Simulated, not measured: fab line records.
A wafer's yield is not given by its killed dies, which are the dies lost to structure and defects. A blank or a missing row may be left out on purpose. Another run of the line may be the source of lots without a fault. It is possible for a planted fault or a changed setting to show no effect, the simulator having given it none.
Which of the tools did it?    flow gf180mcu    13 lots, 39 wafers sampled, at 5 steps of a route of 602

## WHAT THE GAUGES READ, wafer by wafer
GF_NWELL_OVL_MEAS_07. Usual: NWELL_OVL typically reads 0.0 nm, with standard deviation 1.4.
lot   measured     on          NWELL_OVL (nm)  flag
L602  day 3 21:08  overlay-01  -0.3 0.4 -1.2   
L603  day 4 01:32  overlay-01  -2.4 -1.8 -0.8  
L604  day 4 07:11  overlay-02  1.8 1.7 0.0     
L605  day 4 11:35  overlay-01  -0.2 -1.2 0.3   
L606  day 4 17:03  overlay-02  -2.6 -1.4 0.1   
L607  day 4 20:29  overlay-01  -3.3 -3.3 -2.0  
L610  day 5 14:41  overlay-01  -1.1 -0.3 1.8   
L611  day 5 19:47  overlay-01  -1.4 0.1 0.0    
L612  day 5 23:23  overlay-02  -0.6 -0.6 -2.8  
L616  day 6 23:50  overlay-02  -0.4 -1.4 0.1   
L620  day 7 22:05  overlay-01  0.3 -1.0 -2.4   
L621  day 8 02:55  overlay-02  0.5 1.1 1.6     
L622  day 8 07:28  overlay-01  -0.6 0.3 -1.0   

GF_MVSD_TW_MEAS_11. Usual: MVSD_TW typically reads 1574, with standard deviation 7.3.
lot   measured     on             MVSD_TW         flag
L602  day 5 00:47  film-metro-03  1569 1563 1571  
L603  day 5 06:44  film-metro-03  1567 1573 1569  
L604  day 5 12:29  film-metro-04  1572 1573 1566  
L605  day 5 16:23  film-metro-01  1581 1579 1576  
L606  day 5 22:39  film-metro-03  1576 1567 1573  
L607  day 6 01:50  film-metro-01  1577 1567 1558  
L610  day 6 20:22  film-metro-03  1591 1587 1588  
L611  day 7 02:40  film-metro-03  1584 1594 1581  
L612  day 7 08:26  film-metro-01  1583 1578 1577  
L616  day 8 09:01  film-metro-04  1581 1579 1576  
L620  day 9 07:34  film-metro-04  1564 1562 1565  
L621  day 9 13:38  film-metro-03  1583 1575 1574  
L622  day 9 18:01  film-metro-01  1578 1572 1567  

GF_VT_IMPLANT_RS_MEAS_49: the measuring method here is four-point-probe. Usual: MVPSD_RS typically reads 1169.0 ohm/sq, with standard deviation 2.9.
lot   measured      on             MVPSD_RS (ohm/sq)     flag
L602  day 8 04:43   film-metro-03  1166.9 1170.4 1170.0  
L603  day 8 11:01   film-metro-04  1170.1 1170.6 1170.4  
L604  day 8 19:23   film-metro-04  1165.4 1167.9 1168.1  
L605  day 8 22:45   film-metro-04  1166.2 1167.6 1168.2  
L606  day 9 06:41   film-metro-04  1169.2 1170.2 1166.5  
L607  day 9 10:49   film-metro-03  1166.1 1167.3 1168.8  
L610  day 10 09:10  film-metro-04  1166.1 1169.7 1169.2  
L611  day 10 15:05  film-metro-04  1170.7 1172.4 1173.1  
L612  day 10 22:56  film-metro-04  1166.6 1169.6 1165.8  
L616  day 12 06:44  film-metro-04  1166.1 1168.3 1169.1  
L620  day 13 05:35  film-metro-01  1185.7 1187.1 1187.8  OFF
L621  day 13 13:11  film-metro-03  1184.8 1185.4 1188.1  OFF
L622  day 13 17:36  film-metro-01  1168.4 1170.7 1168.9  

## WHICH TOOL RAN EACH LOT (tool, then ch and the chambers of the sampled wafers, then the start)
lot   GF_MVPSD_IMPLANT_08              GF_VT_IMPLANT_STRIP_20
L602  implanter-02 ch 0, day 5 15:06   plasma-asher-01 ch 0,1, day 6 20:28
L603  implanter-04 ch 0, day 5 20:49   plasma-asher-02 ch 0,1, day 7 02:28
L604  implanter-02 ch 0, day 6 02:26   plasma-asher-04 ch 0,1, day 7 09:49
L605  implanter-02 ch 0, day 6 07:02   plasma-asher-01 ch 0,1, day 7 14:07
L606  implanter-04 ch 0, day 6 13:23   plasma-asher-01 ch 0,1, day 7 20:57
L607  implanter-02 ch 0, day 6 17:17   plasma-asher-02 ch 0,1, day 8 01:01
L610  implanter-04 ch 0, day 7 11:50   plasma-asher-01 ch 0,1, day 8 21:07
L611  implanter-04 ch 0, day 7 17:37   plasma-asher-04 ch 0,1, day 9 03:13
L612  implanter-04 ch 0, day 8 00:25   plasma-asher-02 ch 0,1, day 9 09:49
L616  implanter-04 ch 0, day 9 03:49   plasma-asher-04 ch 1, day 10 15:22
L620  implanter-04 ch 0, day 10 01:01  plasma-asher-04 ch 1, day 11 13:55
L621  implanter-04 ch 0, day 10 07:22  plasma-asher-02 ch 0,1, day 11 20:49
L622  implanter-03 ch 0, day 10 11:43  plasma-asher-01 ch 0,1, day 12 02:01
- GF_MVPSD_IMPLANT_08
- GF_VT_IMPLANT_STRIP_20: strips in O2/N2.

## AS READ BY THE TOOLS THEMSELVES (means over the sampled wafers that have a number; for cases with no such wafer, the mark the record gives instead)
GF_MVPSD_IMPLANT_08. Usual: beam-energy-keV 169.98, standard deviation 0.054; beam-on-s 10.01 s, standard deviation 0.22.
lot   tool          beam-energy-keV  beam-on-s (s)  flag
L602  implanter-02  170.02           9.76           
L603  implanter-04  170.01           9.90           
L604  implanter-02  169.95           9.89           
L605  implanter-02  169.98           10.06          
L606  implanter-04  170.00           10.05          
L607  implanter-02  169.94           9.97           
L610  implanter-04  169.95           9.88           
L611  implanter-04  169.98           9.82           
L612  implanter-04  170.04           10.00          
L616  implanter-04  169.95           10.08          
L620  implanter-04  158.48           10.11          OFF
L621  implanter-04  158.41           10.11          OFF
L622  implanter-03  170.05           10.15          

GF_VT_IMPLANT_STRIP_20. Usual: drypump-motor-current-A 5.8 A, standard deviation 0.38; heater-power-w 319 W, standard deviation 31; oes-product-au 0.716 a.u., standard deviation 0.0046; strip-time-to-endpoint-s 12.64 s, standard deviation 0.036.
lot   tool             drypump-motor-current-A (A)  heater-power-w (W)  oes-product-au (a.u.)  strip-time-to-endpoint-s (s)  flag
L602  plasma-asher-01  6.1                          308                 0.715                  12.68                         
L603  plasma-asher-02  5.1                          292                 0.714                  12.60                         
L604  plasma-asher-04  5.7                          336                 0.715                  12.65                         
L605  plasma-asher-01  6.2                          316                 0.716                  12.62                         
L606  plasma-asher-01  6.1                          317                 0.714                  12.66                         
L607  plasma-asher-02  5.2                          288                 0.716                  12.63                         
L610  plasma-asher-01  6.2                          316                 0.718                  12.68                         
L611  plasma-asher-04  5.7                          335                 0.711                  12.62                         
L612  plasma-asher-02  5.2                          291                 0.718                  12.63                         
L616  plasma-asher-04  5.7                          315                 0.718                  12.60                         
L620  plasma-asher-04  5.7                          313                 0.713                  12.64                         
L621  plasma-asher-02  5.2                          290                 0.716                  12.64                         
L622  plasma-asher-01  6.1                          306                 0.717                  12.65                         

## THE ANSWER, worked out from the rows above alone
Rule: a lot is off if the mean of its wafers that have a number lies more than 3 standard deviations from the usual mean. A lot without any number at a reading at which 4 lots or more have one is off too. Any other lot the step has rows for is counted as sound. After the gauges, taken in route order, come the tools' own readings; for these a lot's mean is taken, as printed above. The first step at which some lot is off is used, and at that step the reading that is off furthest; a lot without a number counts as furthest.
Off: at GF_VT_IMPLANT_RS_MEAS_49 (MVPSD_RS), L620, L621.
If a tool, at a process step before that reading, ran all the lots that are off and no sound lot after the first of them, it fits. The gauges at GF_VT_IMPLANT_RS_MEAS_49 aren't tried: what is off there is off at GF_MVPSD_IMPLANT_08 too, on other tools, and a gauge's error can't cause that. One fits: GF_MVPSD_IMPLANT_08 on implanter-04. Its last sound lot is L616 (day 9 03:49), its first lot that is off L620 (day 10 01:01): a fault that began between those two fits.
The tool's own readings at GF_MVPSD_IMPLANT_08 bear it out: on the lots that are off they differ by more than 5 times the standard deviation of the sound lots' means. beam-energy-keV reads 158.44 there against 169.99 on the sound lots.

## WHAT THE SIMULATOR HAD PUT IN
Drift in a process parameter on implanter-04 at GF_MVPSD_IMPLANT_08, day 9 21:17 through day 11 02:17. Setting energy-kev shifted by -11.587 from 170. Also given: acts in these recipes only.
Struck lots among those shown: L620, L621. Same finding as the rule above.
